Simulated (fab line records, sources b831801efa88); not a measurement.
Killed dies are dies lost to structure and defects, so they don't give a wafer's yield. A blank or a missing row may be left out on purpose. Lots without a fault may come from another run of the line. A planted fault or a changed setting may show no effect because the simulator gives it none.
Chamber matching | flow gf180mcu | GF_V5_ETCH_16 on rie_diel-03: 4 sister chambers
The step etches BARC in N2/H2. 8 wafers are shown with their chamber, then 8 later ones without.

WAFERS WITH THEIR CHAMBER
wafer  | chamber | oes_product_au (a.u.) | throttle_valve_pct (%)
L080.2 | 2       | 0.847                 | 13.216
L080.3 | 3       | 0.847                 | 13.210
L080.4 | 0       | 0.858                 | 13.209
L080.5 | 0       | 0.865                 | 13.238
L082.2 | 1       | 0.850                 | 13.234
L082.3 | 3       | 0.856                 | 13.231
L082.4 | 2       | 0.857                 | 13.210
L088.2 | 1       | 0.865                 | 13.237

WAFERS WITHOUT THEIR CHAMBER
wafer  | oes_product_au (a.u.) | throttle_valve_pct (%)
L088.3 | 0.862                 | 13.231
L088.5 | 0.862                 | 13.215
L093.1 | 0.853                 | 13.218
L093.4 | 0.854                 | 13.226
L093.6 | 0.853                 | 13.236
L094.1 | 0.857                 | 13.227
L094.2 | 0.855                 | 13.216
L094.3 | 0.852                 | 13.244

WHICH CHAMBER EACH WENT THROUGH
wafer  | from the rows above               | in truth
L088.3 | can't be placed: 0 or 1 or 3 or 2 | 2
L088.5 | can't be placed: 0 or 2 or 3 or 1 | 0
L093.1 | can't be placed: 3 or 2 or 0 or 1 | 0
L093.4 | can't be placed: 3 or 1 or 0 or 2 | 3
L093.6 | can't be placed: 1 or 3 or 0 or 2 | 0
L094.1 | can't be placed: 0 or 1 or 3 or 2 | 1
L094.2 | can't be placed: 2 or 3 or 0 or 1 | 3
L094.3 | can't be placed: 1 or 3 or 0 or 2 | 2
Placed correctly: 0 of 8. Can't be placed from these rows: 8 (the true chamber is among the candidates in 8). Placed wrongly: 0.
How it was worked out, from the rows above alone: a wafer's distance from a chamber is the root of the sum, over the readings, of the square of ((its reading less the chamber's mean) divided by the reading's scatter). The wafer belongs to the nearest chamber; if the next one is less than 2 further off, it can't be placed. A chamber's mean is the mean of its shown wafers. The scatter: the root of (the sum of the squares of (reading less its chamber's mean) over the shown wafers, divided by (wafers less chambers)).
